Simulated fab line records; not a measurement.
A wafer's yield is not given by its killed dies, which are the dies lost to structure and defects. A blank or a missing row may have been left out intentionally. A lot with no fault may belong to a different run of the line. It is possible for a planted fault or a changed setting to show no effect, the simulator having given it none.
What tool caused it?    flow gf180mcu    Sampling: 11 lots, 33 wafers, 7 of 602 route steps

WHAT THE GAUGES SHOWED, per wafer
GF_HV_LDD_TW_MEAS_11. Usual: for HV_LDD_TW the level is 2399 and the standard deviation is 20.
lot   measured      on             HV_LDD_TW       flag
L288  day 10 02:37  film metro-04  2419 2423 2434  
L294  day 11 19:55  film metro-02  2408 2388 2400  
L295  day 12 00:18  film metro-01  2382 2382 2386  
L296  day 12 12:56  film metro-01  2404 2396 2396  
L298  day 13 02:52  film metro-02  2377 2383 2386  
L299  day 13 09:15  film metro-01  2387 2399 2403  
L300  day 13 21:56  film metro-04  2429 2421 2423  
L302  day 14 09:57  film metro-02  2378 2379 2393  
L303  day 14 15:06  film metro-04  2420 2427 2429  
L304  day 14 21:31  film metro-04  2432 2436 2414  
L310  day 16 18:34  film metro-04  2434 2409 2444  

GF_PSD_TW_MEAS_11. Usual: for PSD_TW the level is 3156 and the standard deviation is 30.
lot   measured      on             PSD_TW          flag
L288  day 14 06:49  film metro-02  3139 3143 3143  
L294  day 16 07:09  film metro-03  3214 3221 3213  
L295  day 16 12:11  film metro-01  3149 3160 3136  
L296  day 17 01:22  film metro-03  3193 3203 3202  
L298  day 17 17:57  film metro-02  3129 3143 3129  
L299  day 18 01:39  film metro-01  3121 3134 3117  
L300  day 18 16:18  film metro-02  3165 3141 3166  
L302  day 19 04:57  film metro-01  3491 3471 3464  OFF
L303  day 19 13:36  film metro-03  3558 3556 3567  OFF
L304  day 19 20:55  film metro-03  3202 3213 3205  
L310  day 21 20:46  film metro-03  3180 3199 3205  

GF_PSD_RS_MEAS_15: the measuring method here is four-point-probe. Usual: for PSD_RS the level is 108.63 ohm/sq and the standard deviation is 0.29.
lot   measured      on             PSD_RS (ohm/sq)       flag
L288  day 14 07:09  film metro-03  107.98 107.71 107.80  
L294  day 16 07:28  film metro-02  108.72 108.62 108.81  
L295  day 16 12:30  film metro-01  108.44 108.65 108.63  
L296  day 17 01:43  film metro-02  108.74 108.92 108.73  
L298  day 17 18:16  film metro-01  108.50 108.60 108.62  
L299  day 18 01:58  film metro-01  109.14 109.18 109.38  
L300  day 18 16:38  film metro-03  108.73 108.58 108.87  
L302  day 19 05:16  film metro-01  99.36 99.16 99.07     OFF
L303  day 19 13:55  film metro-03  98.83 98.96 98.81     OFF
L304  day 19 21:17  film metro-01  108.56 108.60 108.24  
L310  day 21 21:05  film metro-02  108.46 108.37 108.39  

GF_M1_CD_MEAS_14 targets a cd of 230 nm. Usual: 229.6 nm for cd nm, sd 1.5.
lot   measured      on         cd nm (nm)         flag
L288  day 17 03:14  cd sem-01  228.6 227.8 228.8  
L294  day 19 09:02  cd sem-02  231.0 232.4 233.1  
L295  day 19 13:08  cd sem-02  228.9 228.6 230.3  
L296  day 20 03:21  cd sem-02  229.5 230.7 230.8  
L298  day 20 22:09  cd sem-02  228.1 230.0 228.8  
L299  day 21 05:38  cd sem-02  230.4 230.5 230.0  
L300  day 21 20:41  cd sem-02  231.7 230.7 230.8  
L302  day 22 07:35  cd sem-01  229.4 229.7 230.1  
L303  day 22 17:23  cd sem-01  231.2 230.5 231.4  
L304  day 23 00:15  cd sem-01  229.7 227.5 228.2  
L310  day 24 20:49  cd sem-01  228.8 228.1 228.1  

GF_V1_THK_MEAS_03. Usual: for V1_CVD_02_THK the level is 847 nm and the standard deviation is 13.
lot   measured      on             V1_CVD_02_THK (nm)  flag
L288  day 17 04:16  film metro-01  817 862 832         
L294  day 19 10:05  film metro-04  837 854 860         
L295  day 19 14:25  film metro-04  824 847 837         
L296  day 20 04:20  film metro-04  837 850 851         
L298  day 20 23:12  film metro-04  856 853 872         
L299  day 21 06:40  film metro-01  837 868 871         
L300  day 21 21:46  film metro-03  846 865 851         
L302  day 22 08:41  film metro-04  821 855 854         
L303  day 22 18:25  film metro-03  844 862 866         
L304  day 23 01:16  film metro-01  843 837 837         
L310  day 24 21:50  film metro-01  833 834 859         

TOOL THAT RAN EACH LOT (tool first, then ch and the chambers of the sampled wafers, then the start)
lot   GF_PSD_IMPLANT_09                GF_PSD_STRIP_10
L288  implanter-03 ch 0, day 14 06:36  plasma asher-01 ch 0,1, day 14 06:44
L294  implanter-04 ch 0, day 16 06:54  plasma asher-02 ch 0,1, day 16 07:03
L295  implanter-04 ch 0, day 16 11:56  plasma asher-02 ch 0,1, day 16 12:05
L296  implanter-01 ch 0, day 17 01:10  plasma asher-01 ch 0,1, day 17 01:16
L298  implanter-04 ch 0, day 17 17:42  plasma asher-02 ch 1, day 17 17:51
L299  implanter-01 ch 0, day 18 01:24  plasma asher-04 ch 0,1, day 18 01:33
L300  implanter-04 ch 0, day 18 16:05  plasma asher-02 ch 0,1, day 18 16:13
L302  implanter-04 ch 0, day 19 04:42  plasma asher-02 ch 0,1, day 19 04:51
L303  implanter-04 ch 0, day 19 13:21  plasma asher-02 ch 0,1, day 19 13:30
L304  implanter-01 ch 0, day 19 20:40  plasma asher-01 ch 0,1, day 19 20:48
L310  implanter-01 ch 0, day 21 20:31  plasma asher-04 ch 0,1, day 21 20:39
- GF_PSD_IMPLANT_09
- GF_PSD_STRIP_10: strips in O2/N2.

WHAT THE TOOLS THEMSELVES READ (means of the sampled wafers that have a number; where no wafer has one, the mark that the record gives instead)
GF_PSD_IMPLANT_09. Usual: beam on s 10.02 s, standard deviation 0.21; dose ions cm2 1.4999e+15, standard deviation 1.5e+12; faraday current uA 8235, standard deviation 170.
lot   tool          beam on s (s)  dose ions cm2  faraday current uA  flag
L288  implanter-03  10.04          1.5014e+15     8224                
L294  implanter-04  10.25          1.4998e+15     8004                
L295  implanter-04  10.02          1.5005e+15     8230                
L296  implanter-01  9.98           1.4999e+15     8248                
L298  implanter-04  9.89           1.4994e+15     8324                
L299  implanter-01  10.15          1.5006e+15     8138                
L300  implanter-04  10.13          1.4985e+15     8138                
L302  implanter-04  15.60          2.7360e+15     9653                OFF
L303  implanter-04  15.61          2.7361e+15     9627                OFF
L304  implanter-01  10.02          1.5005e+15     8235                
L310  implanter-01  9.88           1.4981e+15     8341                

GF_PSD_STRIP_10. Usual: chamber pressure mTorr 1500.0 mTorr, standard deviation 1.3; drypump motor current A 5.7 A, standard deviation 0.43; heater power w 364 W, standard deviation 19; oes product au 0.593 a.u., standard deviation 0.0045; strip time to endpoint s 16.52 s, standard deviation 0.037.
lot   tool             chamber pressure mTorr (mTorr)  drypump motor current A (A)  heater power w (W)  oes product au (a.u.)  strip time to endpoint s (s)  flag
L288  plasma asher-01  1499.4                          6.2                          366                 0.592                  16.55                         
L294  plasma asher-02  1500.4                          5.5                          371                 0.598                  16.48                         
L295  plasma asher-02  1500.6                          5.3                          379                 0.594                  16.46                         
L296  plasma asher-01  1500.0                          6.0                          361                 0.593                  16.51                         
L298  plasma asher-02  1499.4                          5.6                          361                 0.588                  16.51                         
L299  plasma asher-04  1500.8                          5.7                          328                 0.590                  16.51                         
L300  plasma asher-02  1499.1                          5.4                          376                 0.593                  16.54                         
L302  plasma asher-02  1501.2                          5.4                          378                 0.551                  18.54                         OFF
L303  plasma asher-02  1499.4                          5.5                          374                 0.552                  18.56                         OFF
L304  plasma asher-01  1499.5                          6.0                          368                 0.589                  16.57                         
L310  plasma asher-04  1499.7                          5.5                          328                 0.593                  16.57                         

THE ANSWER, worked out from the rows above alone
Rule: a lot is off if the mean of its wafers that have a number lies more than 3 standard deviations from the usual mean. A lot without any number at a reading at which 4 lots or more have one is off too. Any other lot the step has rows for is counted as sound. The gauges are gone through in route order, then the tools' own readings, and for those a lot's mean is taken as printed above. The first step at which some lot is off is used, and at that step the reading that is off furthest; a lot without a number counts as furthest.
Off: L302, L303, seen at GF_PSD_TW_MEAS_11 (PSD_TW).
If a tool, at a process step before that reading, ran all the lots that are off and no sound lot after the first of them, it fits. The gauges at GF_PSD_TW_MEAS_11 aren't tried: what is off there is off at GF_PSD_IMPLANT_09 too, on other tools, and a gauge's error can't cause that. Can't be told from this: 2 tools fit, implanter-04 at GF_PSD_IMPLANT_09, plasma asher-02 at GF_PSD_STRIP_10.

WHAT THE SIMULATOR HAD INSERTED
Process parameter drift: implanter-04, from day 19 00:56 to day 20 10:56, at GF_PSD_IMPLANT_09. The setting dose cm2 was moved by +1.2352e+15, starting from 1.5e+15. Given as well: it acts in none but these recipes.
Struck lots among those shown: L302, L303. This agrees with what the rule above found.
